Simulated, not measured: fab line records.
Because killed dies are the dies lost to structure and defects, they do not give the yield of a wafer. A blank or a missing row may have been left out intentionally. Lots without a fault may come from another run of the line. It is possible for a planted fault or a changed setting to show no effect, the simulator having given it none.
2 desks looking at one fault ; flow sky130 ; only its own numbers are on each desk; what lay behind them is given at the end

## FROM THE METROLOGY DESK
Lot by lot, what the gauges showed, no matter which tool ran the lot: averages of those sampled wafers that carry a number. Marked OUT: a lot whose mean sits more than 4 standard deviations from the usual mean, which makes it out of limits; the brackets give that distance.
Columns: A = METAL1_ALCU_RS at SKY_METAL1_RS_MEAS_05, usual 0.1264 ohm/sq; B = METAL1_OVL at SKY_METAL1_OVL_MEAS_16, usual -3 nm
lot;first seen here;A;B
L143;day 31 14:31;0.1251;-10
L144;day 31 19:04;0.1247;1
L146;day 32 22:51;0.1271;-8
L153;day 35 01:28;0.1277;-2
L154;day 35 13:47;0.1285;-0
L157;day 36 01:47;0.1277;-11
L160;day 37 05:47;0.1274;-1
L162;day 37 19:01;0.1270;0
L164;day 38 06:23;0.1277;-11
L165;day 38 15:11;0.1256;2
L166;day 38 20:03;0.1240;-8
Result from this desk: across the 11 lots, nothing is out of limits.

## DESK OF THE TOOL OWNER: rieMetal-02
The tool's own readings at SKY_METAL1_METAL_ETCH_19 (etches the open film in Cl2/BCl3, stops on SiO2, target depth 360 nm, time 78 s): means of the sampled wafers that have a number, for each lot that ran on this tool. Marked OUT: a lot whose mean sits more than 4 standard deviations from the usual mean, which makes it out of limits; the brackets give that distance.
Columns: A = biasW at SKY_METAL1_METAL_ETCH_19, usual 48.50 W; B = drypumpMotorCurrentA at SKY_METAL1_METAL_ETCH_19, usual 5.6 A; C = oesProductAu at SKY_METAL1_METAL_ETCH_19, usual 0.855 a.u.; D = throttleValvePct at SKY_METAL1_METAL_ETCH_19, usual 22.264 %
lot;first seen here;A;B;C;D
L144;day 32 22:57;48.46;5.1;0.857;22.265
L153;day 36 04:02;53.09 (+33) OUT;5.3;0.852;22.255
L154;day 36 16:51;52.99 (+32) OUT;5.3;0.851;22.257
L162;day 38 20:55;48.52;5.3;0.851;22.263
L166;day 39 20:34;48.53;5.3;0.854;22.257
This desk finds L153, L154 out of limits, L153 being first, at day 36 04:02 (biasW at SKY_METAL1_METAL_ETCH_19). Within limits: L144, L162, L166.

## ALL TOGETHER
On L153, L154, at day 36 04:02, an alarm was possible from the tool owner's desk.
Metrology desk: nothing out of limits seen.
The metrology desk has L153, L154 on record, within its limits.
SKY_METAL1_METAL_ETCH_19 was run on rieMetal-02 by each of the lots named.

## WHAT WAS PUT IN BY THE SIMULATOR
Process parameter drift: rieMetal-02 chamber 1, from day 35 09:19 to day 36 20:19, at SKY_METAL1_METAL_ETCH_19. Setting biasW shifted by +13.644 from 48.5. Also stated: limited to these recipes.
Struck lots among those shown: L153, L154.
Delay in hours, fault start to first out-of-limits reading, by desk: the tool owner's desk at 19.
